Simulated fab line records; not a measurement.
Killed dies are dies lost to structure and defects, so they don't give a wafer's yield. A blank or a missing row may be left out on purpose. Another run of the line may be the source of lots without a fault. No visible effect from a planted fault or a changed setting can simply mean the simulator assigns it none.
8D (eight disciplines) problem report, filled in by code :: flow gf180mcu :: the parts of the form that need people (team, actions taken, sign-off) are left out

1. WHAT WENT WRONG
Across 6 wafers from 2 lots, NSD_TW at GF_NSD_TW_MEAS_12 averages 4033, while fault-free wafers read 4243 with a standard deviation of 25. That is -8.4 standard deviations from the usual mean.
Seen first at day 17 04:02 on film-metro-02, wafer L598.1. Wafers with a number at this step in the record: 33, from 11 lots. The rule behind "out" and "out of limits": a value lying over 4 standard deviations away from the usual mean. The rest of the wafers with a number are treated as sound.

2. WHAT IT IS AND WHAT IT IS NOT
question: which readings at this step
is: NSD_TW
is not: -

question: which lots
is: L598, L599
is not: L587, L588, L594, L605, L606, L607, L608, L609, L610

question: which wafers of those lots
is: all that have a number
is not: -

question: read on which gauges
is: film-metro-02, film-metro-04
is not: film-metro-01

question: when
is: from day 17 04:02
is not: up to then (9 sound wafers); but 18 sound wafers of L605, L606, L607, L608, L609, L610 came after

3. THE SUSPECTS, EACH WITH WHAT RULES IT OUT
Counting: a tool stays on the suspect list if, at a process step up to the reading, it processed all lots that are out and no sound lot following the first of them.
- the gauge at GF_NSD_TW_MEAS_12: ruled out. The wafers that are out were read on 2 gauges (film-metro-02, film-metro-04).
- implanter-03 at GF_NSD_IMPLANT_09: ruled out as a lasting fault. The sound lots L607, L608 went through it after L598, its earliest lot that is out (day 17 03:38).
Left after counting: nothing in the record.

4. THE CAUSE (what the simulator had put in)
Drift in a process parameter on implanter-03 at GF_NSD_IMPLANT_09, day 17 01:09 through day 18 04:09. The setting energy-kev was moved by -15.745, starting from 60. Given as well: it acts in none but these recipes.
The count ruled it out by mistake, since the rule takes a fault to strike every lot its tool runs from the start of the fault on, and this one did not do so.

5. THE EFFECT CHAIN, in route order
One row per reading whose mean, taken over the struck wafers that have a number, lies over 3 standard deviations from the usual. Only readings whose record carries a usual standard deviation are examined. hours: median over the lots of the time between each lot's start at the first step of this table that gives one and its start at this step. sigmas: the change, counted in usual standard deviations.
hours: 0
step: GF_NSD_IMPLANT_09
reading: beam-energy-keV
usual: 60.002
on struck wafers: 44.257
change: -15.745
sigmas: -99 or more

hours: 0
step: GF_NSD_STRIP_11
reading: oes-product-au
usual: 0.487 a.u.
on struck wafers: 0.515
change: +0.028
sigmas: +6.7

hours: 0
step: GF_NSD_STRIP_11
reading: strip-time-to-endpoint-s
usual: 22.95 s
on struck wafers: 20.87
change: -2.08
sigmas: -56

hours: 0
step: GF_NSD_TW_MEAS_12
reading: NSD_TW
usual: 4243
on struck wafers: 4033
change: -210
sigmas: -8.4

hours: 24
step: GF_PSD_RS_MEAS_14
reading: NSD_RS
usual: 46.16 ohm/sq
on struck wafers: 50.68
change: +4.52
sigmas: +41
The process steps in it:
- GF_NSD_IMPLANT_09
- GF_NSD_STRIP_11: strips in O2/N2.

6. HOW IT WOULD HAVE BEEN CAUGHT EARLIER
In this record the first reading out of limits at a measuring or inspecting step was taken at day 17 04:02, 3 hours after the fault began at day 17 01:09.
At GF_NSD_IMPLANT_09, the tool's own readings (beam-energy-keV) were out on each struck wafer the step has a row for, so an alarm limit on them would have fired on the first such wafer.
